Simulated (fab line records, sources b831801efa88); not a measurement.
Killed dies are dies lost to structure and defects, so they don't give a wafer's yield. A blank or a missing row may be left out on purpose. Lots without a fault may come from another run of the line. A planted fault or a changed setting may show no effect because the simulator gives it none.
Split-lot experiment | flow sky130 | 5 lots, 23 wafers read, on a route of 708 steps

THE SPLIT
At SKY_FIELD_ISO_OXIDATION_01 (stabilise 600 s, purge 300 s, target thk 12 nm), the setting ox_time_s was moved away from the recipe's 1843 s on 15 of the 23 wafers read, by -12.8% to -4.2%. The other wafers ran this setting at the recipe's value.

The reading is taken at the split's own step.

THE READING
SiO2_of_FIELD_ISO_OXIDATION_01.thk_nm (the simulator's own value, which no gauge read), in nm, at SKY_FIELD_ISO_OXIDATION_01 (stabilise 600 s, purge 300 s, target thk 12 nm). The file gives no usual value for it. The 8 wafers here that ran the recipe average 11.48 nm, standard deviation 0.074 nm.

wafer  | tool, chamber at the split | ox_time_s as run, s | against the recipe | SiO2_of_FIELD_ISO_OXIDATION_01.thk_nm, nm | against lot-mates on the recipe
L074.1 | -, -                       | 1608                | -12.8%             | 10.7                                      | no lot-mate on the recipe
L074.3 | -, -                       | 1608                | -12.8%             | 10.83                                     | no lot-mate on the recipe
L074.6 | -, -                       | 1608                | -12.8%             | 10.83                                     | no lot-mate on the recipe
L074.4 | -, -                       | 1608                | -12.8%             | 10.74                                     | no lot-mate on the recipe
L074.5 | -, -                       | 1608                | -12.8%             | 10.65                                     | no lot-mate on the recipe
L079.1 | -, -                       | 1843                | recipe             | 11.6                                      | -
L079.3 | -, -                       | 1843                | recipe             | 11.6                                      | -
L079.4 | -, -                       | 1843                | recipe             | 11.5                                      | -
L079.5 | -, -                       | 1843                | recipe             | 11.45                                     | -
L079.6 | -, -                       | 1843                | recipe             | 11.39                                     | -
L081.2 | -, -                       | 1766                | -4.2%              | 11.52                                     | no lot-mate on the recipe
L081.3 | -, -                       | 1766                | -4.2%              | 11.46                                     | no lot-mate on the recipe
L081.4 | -, -                       | 1766                | -4.2%              | 11.74                                     | no lot-mate on the recipe
L081.5 | -, -                       | 1766                | -4.2%              | 11.42                                     | no lot-mate on the recipe
L081.6 | -, -                       | 1766                | -4.2%              | 11.41                                     | no lot-mate on the recipe
L084.1 | -, -                       | 1690                | -8.3%              | 10.79                                     | no lot-mate on the recipe
L084.2 | -, -                       | 1690                | -8.3%              | 10.88                                     | no lot-mate on the recipe
L084.4 | -, -                       | 1690                | -8.3%              | 10.81                                     | no lot-mate on the recipe
L084.5 | -, -                       | 1690                | -8.3%              | 10.82                                     | no lot-mate on the recipe
L084.6 | -, -                       | 1690                | -8.3%              | 10.59                                     | no lot-mate on the recipe
L085.2 | furnace-01, 0              | 1843                | recipe             | 11.44                                     | -
L085.3 | furnace-01, 0              | 1843                | recipe             | 11.46                                     | -
L085.6 | furnace-01, 0              | 1843                | recipe             | 11.42                                     | -

THE FIT
A straight line over all 23 wafers: SiO2_of_FIELD_ISO_OXIDATION_01.thk_nm changes by +0.0664 nm for each +1% of ox_time_s; r = +0.87; the points scatter about the line by 0.19 nm.
Too few moved wafers have a lot-mate on the recipe to fit a line with each lot's own level taken away.

THE FILE'S OWN FIT
SiO2_of_FIELD_ISO_OXIDATION_01.thk_nm changes by +0.0665 nm for each +1% of ox_time_s, r = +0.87.
